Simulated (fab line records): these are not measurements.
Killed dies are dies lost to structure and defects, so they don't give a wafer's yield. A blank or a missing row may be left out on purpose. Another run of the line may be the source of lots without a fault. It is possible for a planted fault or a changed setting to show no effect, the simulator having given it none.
A lot that was struck, set against a sound lot | flow sky130 | 30 steps out of a route of 708
Sound: wafers L316.2, L316.3, L316.5. The struck wafers were L315.1, L315.4, L315.6. The cause comes at the end.
Per side, at each step with rows, come the tool, then ch with its chambers, and then its first start. Under that, the readings that differ: sound wafers | struck wafers | difference of the means | sigmas: that difference in standard deviations of wafers without a fault.
alike: same words and numbers on both sides, and readings whose means sit less than 2 such deviations apart. not compared: any withheld reading, any reading some wafer has no value for, any bound like >300 that may hide the same value, and any number with overlapping values for which the record gives no deviation.
The two part at a step that has a row with sigmas, a row that says differs or no value, or rows on one side only. Non-overlapping numbers with no deviation appear without sigmas and do not part them. A reading that every wafer of one side lacks parts them only if that side has two wafers or more.

SKY_PWDE_STRIP_09: strips in O2/N2.
  sound on plasma-asher-02 ch 0,1, day 6 18:08; struck on plasma-asher-03 ch 1, day 6 11:18
  alike: drypump-motor-current-A, oes-product-au, strip-time-to-endpoint-s
  not compared: rf-hours-counter-h
SKY_PWDE_TW_MEAS_10:
  sound on film-metro-03, day 6 18:14; struck on film-metro-01, day 6 11:24
  alike: PWDE_TW
then, 7 steps without rows for these wafers: SKY_NWELL_DEHYDRATE_03 (time 60 s); SKY_NWELL_HMDS_04 (prime time 60 s); SKY_NWELL_COAT_05 (resist thk 3000 nm); SKY_NWELL_SOFTBAKE_06; SKY_NWELL_EXPOSE_07 (exposes mask NWM, target cd 840 nm); SKY_NWELL_PEB_08; SKY_NWELL_DEVELOP_09 (develop time 60 s).
SKY_NWELL_OVL_MEAS_10:
  sound on overlay-02, day 7 14:37; struck on overlay-02, day 7 05:01
  alike: NWELL_00_OVL
then, 2 steps without rows for these wafers: SKY_NWELL_IMPLANT_11; SKY_NWELL_IMPLANT_12.
SKY_NWELL_IMPLANT_13:
  sound on implanter-02 ch 0, day 7 14:58; struck on implanter-04 ch 0, day 7 05:40
SKY_NWELL_STRIP_14: strips in O2/N2.
  sound on plasma-asher-03 ch 0,1, day 7 15:06; struck on plasma-asher-02 ch 0,1, day 7 05:49
  alike: drypump-motor-current-A, oes-product-au, strip-time-to-endpoint-s
  not compared: rf-hours-counter-h
SKY_NWELL_TW_MEAS_15:
  sound on film-metro-01, day 7 15:13; struck on film-metro-04, day 7 05:55
  reading  | sound          | struck         | difference | sigmas
  NWELL_TW | 1776 1773 1774 | 1842 1836 1833 | +63        | +2
then, 7 steps without rows for these wafers: SKY_NWELL_DEHYDRATE_16 (time 60 s); SKY_NWELL_HMDS_17 (prime time 60 s); SKY_NWELL_COAT_18 (resist thk 3000 nm); SKY_NWELL_SOFTBAKE_19; SKY_NWELL_EXPOSE_20 (exposes mask NWM COMPLEMENT, target cd 840 nm); SKY_NWELL_PEB_21; SKY_NWELL_DEVELOP_22 (develop time 60 s).
SKY_NWELL_OVL_MEAS_23:
  sound on overlay-01, day 8 09:52; struck on overlay-01, day 8 00:47
  alike: NWELL_01_OVL
after that, 1 step had no rows for these wafers: SKY_NWELL_IMPLANT_24.
SKY_NWELL_STRIP_25: strips in O2/N2.
  sound on plasma-asher-02 ch 1, day 8 10:03; struck on plasma-asher-03 ch 0,1, day 8 00:58
  alike: drypump-motor-current-A, oes-product-au, strip-time-to-endpoint-s
  not compared: rf-hours-counter-h
SKY_NWELL_TW_MEAS_26:
  sound on film-metro-03, day 8 10:10; struck on film-metro-01, day 8 01:04
  alike: NWELL_2_TW
then, 1 step without rows for these wafers: SKY_NWELL_CLEAN_27 (cleans in SC1/SC2, time 150 s).
SKY_NWELL_RTA_28: time 30 s.
  sound on rtp-anneal-02 ch 0, day 8 10:16; struck on rtp-anneal-01 ch 0, day 8 01:10
  alike: lamp-power-pct, ramp-down-c-per-s, wafer_temp_C_max
SKY_NWELL_RS_MEAS_29: the measuring method here is four-point-probe.
  sound on film-metro-04, day 8 10:23; struck on film-metro-03, day 8 01:38
  reading           | sound             | struck            | difference | sigmas
  NWELL_RS (ohm/sq) | 625.8 624.4 624.0 | 606.7 606.3 607.6 | -17.9      | -11
-- the record jumps here: 40 days lie between the struck wafers' starts before and after (it left off in module NWELL and takes up again in module PAD_OPEN, whose first step shown is number 708 of the route) --
SKY_PAD_OPEN_PROBE_99:
  sound on prober-01, day 48 21:34; struck on prober-01, day 48 11:16
  reading                                | sound                       | struck                        | difference | sigmas
  model.etest.nfet_16v.r-on-ohm-um       | 1.4e+04 1.402e+04 1.402e+04 | 1.343e+04 1.343e+04 1.352e+04 | -5.533e+02 |
  model.etest.pfet-g5v0d10v5.r-on-ohm-um | 4823 4742 4820              | 5112 5079 5092                | +299       |
  model.etest.tip-p.rs-ohm-sq            | 6919 6918 6925              | 7128 7081 7083                | +177       |
  model.etest.tip_p_5v.rs-ohm-sq         | 2859 2847 2845              | 3000 2968 2996                | +138       |
  model.etest.pfet-g5v0d10v5.drive-ua-um | 335.2 341.3 334             | 311.7 317.6 313.1             | -22.7      |
  model.etest.pfet_01v8_lvt.drive-ua-um  | 173.6 177.3 176.2           | 152.4 153.7 152.8             | -22.7      |
  model.etest.pfet_16v.drive-ua-um       | 242 247.5 242.8             | 228.3 227.6 228.4             | -16.0      |
  alike: killed_at_M0_to_M3, killed_at_M4_up, killed-at-contacts, killed-at-front-end, killed-at-other, killed-dies, killed-open, killed-short
  not compared: model.etest.pfet_01v8.r-on-ohm-um

## WHERE THEY PART
At SKY_NWELL_TW_MEAS_15 first; at SKY_NWELL_RS_MEAS_29 last (within this record only). Later steps at which nothing parts them and some readings are alike: SKY_PAD_OPEN_PROBE_99.

WHY: the cause the simulator had injected
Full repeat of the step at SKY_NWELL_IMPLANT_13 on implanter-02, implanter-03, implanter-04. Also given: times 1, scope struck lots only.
